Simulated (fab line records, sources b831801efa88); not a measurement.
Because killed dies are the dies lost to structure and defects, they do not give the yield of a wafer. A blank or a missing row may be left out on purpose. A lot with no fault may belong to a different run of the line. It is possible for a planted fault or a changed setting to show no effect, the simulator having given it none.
fab line records | flow gf180mcu | part 2 of 2: steps 26 to 36 of 36
record: lots: 5 wafers: 15 last-day: 34
route steps=602 shown HV_LDD@216 NSD@235 PSD@248
lots untouched by any fault: they come from a run of this same line in which no faults occurred
start-h: the number of hours between the record's first day and the start of the first shown wafer of the lot | wait-h: hours since the lot's step before | " same as the row above | L1.1+2: several wafers, shown together as one row | - no value present, or no start provided | * or withheld: withheld | < > ~ a bound
route shown NAME@n: names a module that has steps shown in the file, with the first one's number in the route | usual: average and standard deviation across the fault-free wafers | same: alike in all rows | chamber/n: place in a boat | sites: the reading at each site | _std_site: standard deviation across them | _edge_site: inner sites' mean taken away from outer sites' mean | radius-mm: how far each site lies from the wafer's centre | mask NAME#n: copy n | behind: the most recent tool/chamber to have shaped the wafer | hold: what put the lot on hold/how long, in hours/how the hold closed | device: whichever transistor did not switch (one of n, p or np) | end of line: the same wafers' tests at the end of the route | for a step that has no rows: nothing shown but its recipe | killed: the dies lost at the first sort to structure and to defects; this is not the yield of the wafer | map: per-die view of a wafer (x killed, . not killed, _ where there is no die)
set.NAME: the setting as run; set.NAME@STEP: as run at that earlier step | model.NAME: the simulator's own value behind a step, which no gauge read
a table for each step, a row for each wafer; lots at some steps of the route
services: when a tool's chamber went out of use (start-h, in hours from the record's first day, below 0 if earlier), for how many hours, and the reason
== steps ==
step: GF_NSD_DEVELOP_06
recipe: develop-time-s: 60 dev-temp-c: 23
usual: developer-temp-C: 23.01/0.097
columns lot.wafer tool chamber start-h wait-h developer-temp-C
L076.2 litho-track-04 0 318.03 0.1 22.73
L076.4 " 0 " " 22.78
L076.6 " 0 " " 23.05
L079.1 litho-track-01 0 338.95 0.1 22.83
L079.3 " 0 " " 22.94
L079.5 " 0 " " 22.89
L082.3 litho-track-01 0 362.80 0.1 22.93
L082.4 " 0 " " 23.22
L082.6 " 0 " " 23.05
L087.1 litho-track-01 0 403.65 0.1 22.96
L087.3 " 0 " " 23.05
L087.5 " 0 " " 23.00
L097.1 litho-track-01 0 492.50 0.1 23.10
L097.3 " 0 " " 23.02
L097.4 " 0 " " 23.06
step: GF_NSD_CD_MEAS_07
recipe: target-cd-nm: 400
usual: cd-nm: 400.4/1.9
columns lot.wafer tool chamber start-h wait-h cd-nm
L076.2 cd-sem-01 - 318.18 0.1 402.0
L076.4 " - " " 402.6
L076.6 " - " " 402.3
L079.1 cd-sem-02 - 339.10 0.1 401.0
L079.3 " - " " 400.9
L079.5 " - " " 400.6
L082.3 cd-sem-01 - 362.94 0.1 399.1
L082.4 " - " " 397.9
L082.6 " - " " 400.2
L087.1 cd-sem-02 - 403.80 0.1 401.4
L087.3 " - " " 400.4
L087.5 " - " " 402.2
L097.1 cd-sem-02 - 492.65 0.1 401.2
L097.3 " - " " 398.8
L097.4 " - " " 399.9
step: GF_NSD_OVL_MEAS_08
usual: NSD_OVL: 0.2/1.4
columns lot.wafer tool chamber start-h wait-h NSD_OVL[nm]
L076.2 overlay-01 - 318.28 0.1 3.3
L076.4 " - " " 0.7
L076.6 " - " " 2.2
L079.1 overlay-01 - 339.22 0.1 -0.8
L079.3 " - " " -0.2
L079.5 " - " " -0.9
L082.3 overlay-01 - 363.03 0.1 2.7
L082.4 " - " " -1.3
L082.6 " - " " 1.1
L087.1 overlay-01 - 403.92 0.1 0.3
L087.3 " - " " 2.2
L087.5 " - " " 2.4
L097.1 overlay-02 - 492.77 0.1 -2.2
L097.3 " - " " -2.5
L097.4 " - " " -1.6
step: GF_NSD_IMPLANT_09
recipe: species: As energy-kev: 60 dose-cm2: 4e+15 tilt-deg: 7
same: implant-ion-amu: 75
columns lot.wafer tool chamber start-h wait-h
L076.2+4+6 implanter-03 0 318.34 0.0
L079.1+3+5 implanter-04 0 339.26 0.0
L082.3+4+6 implanter-04 0 363.10 0.1
L087.1+3+5 implanter-04 0 403.95 0.0
L097.1+3+4 implanter-01 0 492.80 0.0
step: GF_NSD_IMPLANT_10
recipe: species: P energy-kev: 40 dose-cm2: 5e+14 tilt-deg: 7
same: implant-ion-amu: 31
columns lot.wafer tool chamber start-h wait-h
L076.2+4+6 implanter-03 0 318.49 0.1
L079.1+3+5 implanter-04 0 339.41 0.1
L082.3+4+6 implanter-04 0 363.25 0.1
L087.1+3+5 implanter-04 0 404.10 0.1
L097.1+3+4 implanter-01 0 492.95 0.1
step: GF_NSD_STRIP_11
recipe: chemistry: O2/N2 power-w: 1400 pressure-mtorr: 1500 platen-temp-c: 250 o2-flow-sccm: 3000 n2-flow-sccm: 300 overash-fraction: 0.5
usual: drypump-motor-current-A: 5.60/0.19 heater-power-w: 329/32 n2-flow-sccm: 300.2/0.93 oes-product-au: 0.487/0.0047 strip-time-to-endpoint-s: 22.94/0.033
columns lot.wafer tool chamber start-h wait-h drypump-motor-current-A heater-power-w n2-flow-sccm oes-product-au rf-hours-counter-h strip-time-to-endpoint-s
L076.2 plasma-asher-03 0 318.61 0.1 5.75 327 301.6 0.489 19 22.98
L076.4 " 1 " " 5.56 342 300.0 0.479 - 22.96
L076.6 " 0 " " 5.75 328 300.5 0.482 - 22.98
L079.1 plasma-asher-03 1 339.56 0.1 5.57 343 302.5 0.490 21 22.90
L079.3 " 0 " " 5.76 320 298.7 0.488 - 22.90
L079.5 " 0 " " 5.77 318 300.0 0.480 - 22.90
L082.3 plasma-asher-04 1 363.39 0.1 5.80 275 299.4 0.481 - 22.97
L082.4 " 0 " " 5.23 323 300.7 0.487 - 22.95
L082.6 " 0 " " 5.25 326 301.0 0.489 - 22.93
L087.1 plasma-asher-02 0 404.25 0.1 5.75 322 299.6 0.492 64 22.92
L087.3 " 0 " " 5.71 316 299.8 0.488 - 22.96
L087.5 " 0 " " 5.73 319 299.8 0.482 - 22.93
L097.1 plasma-asher-03 1 493.10 0.1 5.58 347 300.5 0.484 37 22.94
L097.3 " 0 " " 5.78 319 299.6 0.488 - 22.96
L097.4 " 1 " " 5.56 339 298.6 0.486 - 22.93
step: GF_NSD_TW_MEAS_12
usual: NSD_TW: 4232/50
columns lot.wafer tool chamber start-h wait-h NSD_TW
L076.2 film-metro-04 - 318.72 0.1 4192
L076.4 " - " " 4201
L076.6 " - " " 4200
L079.1 film-metro-04 - 339.66 0.1 4197
L079.3 " - " " 4183
L079.5 " - " " 4181
L082.3 film-metro-02 - 363.47 0.1 4315
L082.4 " - " " 4300
L082.6 " - " " 4298
L087.1 film-metro-04 - 404.35 0.1 4176
L087.3 " - " " 4193
L087.5 " - " " 4194
L097.1 film-metro-02 - 493.20 0.1 4271
L097.3 " - " " 4271
L097.4 " - " " 4255
step: GF_PSD_DEHYDRATE_00
recipe: temp-c: 200 time-s: 60
usual: plate-temp-C: 200.04/0.14
columns lot.wafer tool chamber start-h wait-h plate-temp-C
L076.2 litho-track-04 0 328.93 10.2 199.97
L076.4 " 0 " " 200.00
L076.6 " 0 " " 200.14
L079.1 litho-track-03 0 350.19 10.5 200.01
L079.3 " 0 " " 200.22
L079.5 " 0 " " 199.99
L082.3 litho-track-03 0 374.14 10.7 200.04
L082.4 " 0 " " 200.08
L082.6 " 0 " " 199.99
L087.1 litho-track-03 0 415.44 11.1 200.03
L087.3 " 0 " " 200.25
L087.5 " 0 " " 200.16
L097.1 litho-track-01 0 504.90 11.7 200.16
L097.3 " 0 " " 200.08
L097.4 " 0 " " 200.00
step: GF_PSD_HMDS_01
recipe: prime-time-s: 60 prime-temp-c: 120
usual: prime-temp-c: 120.04/0.15
same: prime-time-s: 60
columns lot.wafer tool chamber start-h wait-h prime-temp-c
L076.2 litho-track-04 0 329.08 0.1 120.20
L076.4 " 0 " " 120.23
L076.6 " 0 " " 120.14
L079.1 litho-track-03 0 350.34 0.1 120.09
L079.3 " 0 " " 119.76
L079.5 " 0 " " 119.88
L082.3 litho-track-03 0 374.29 0.1 120.04
L082.4 " 0 " " 120.05
L082.6 " 0 " " 119.94
L087.1 litho-track-03 0 415.59 0.1 119.99
L087.3 " 0 " " 120.14
L087.5 " 0 " " 119.86
L097.1 litho-track-01 0 505.05 0.1 119.99
L097.3 " 0 " " 119.98
L097.4 " 0 " " 120.06
step: GF_PSD_COAT_02
recipe: resist: NOVOLAK spin-rpm: 3000 resist-thk-nm: 1000
usual: spin-speed-rpm: 2999.9/2.3
columns lot.wafer tool chamber start-h wait-h spin-speed-rpm
L076.2 litho-track-04 0 329.23 0.1 2999.1
L076.4 " 0 " " 2997.8
L076.6 " 0 " " 3000.6
L079.1 litho-track-03 0 350.49 0.1 2998.2
L079.3 " 0 " " 2995.6
L079.5 " 0 " " 2999.5
L082.3 litho-track-03 0 374.44 0.1 2997.8
L082.4 " 0 " " 2994.8
L082.6 " 0 " " 2995.7
L087.1 litho-track-03 0 415.74 0.1 3000.5
L087.3 " 0 " " 3000.5
L087.5 " 0 " " 3000.3
L097.1 litho-track-01 0 505.20 0.1 3001.7
L097.3 " 0 " " 2998.3
L097.4 " 0 " " 2998.3
step: GF_PSD_SOFTBAKE_03
recipe: temp-c: 90 time-s: 60 resist: NOVOLAK
usual: plate-temp-C: 90.01/0.1
columns lot.wafer tool chamber start-h wait-h plate-temp-C
L076.2 litho-track-04 0 329.38 0.1 89.93
L076.4 " 0 " " 90.20
L076.6 " 0 " " 89.89
L079.1 litho-track-03 0 350.64 0.1 89.88
L079.3 " 0 " " 89.99
L079.5 " 0 " " 89.94
L082.3 litho-track-03 0 374.59 0.1 90.05
L082.4 " 0 " " 90.04
L082.6 " 0 " " 90.07
L087.1 litho-track-03 0 415.89 0.1 89.94
L087.3 " 0 " " 90.03
L087.5 " 0 " " 89.98
L097.1 litho-track-01 0 505.35 0.1 90.20
L097.3 " 0 " " 90.12
L097.4 " 0 " " 90.14
== services ==
columns tool chamber start-h hours kind
lpcvd-02 - 263.54 1.8 repair
iline-stepper-01 - 272.94 1.7 pm
plasma-asher-03 - 280.49 16.2 pm
iline-stepper-01 - 299.38 2.1 pm
iline-stepper-02 - 319.40 2.1 pm
iline-stepper-02 - 327.23 0.8 pm
implanter-03 - 336.41 3.3 repair
iline-stepper-02 - 339.98 1.7 pm
implanter-03 - 357.60 1.8 repair
plasma-asher-03 - 360.69 10.0 repair
iline-stepper-01 - 361.85 3.7 repair
plasma-asher-03 - 381.80 1.7 repair
implanter-04 - 389.88 2.9 repair
implanter-04 - 396.34 3.8 pm
lpcvd-01 - 413.07 1.2 repair
plasma-asher-01 - 421.25 9.0 pm
iline-stepper-02 - 426.27 1.0 repair
lpcvd-01 - 439.01 0.4 repair
implanter-03 - 444.46 0.6 repair
iline-stepper-01 - 461.27 13.3 repair
lpcvd-02 - 473.86 1.1 repair
implanter-03 - 485.52 6.0 repair
iline-stepper-01 - 491.12 1.7 pm
implanter-03 - 494.44 1.1 repair
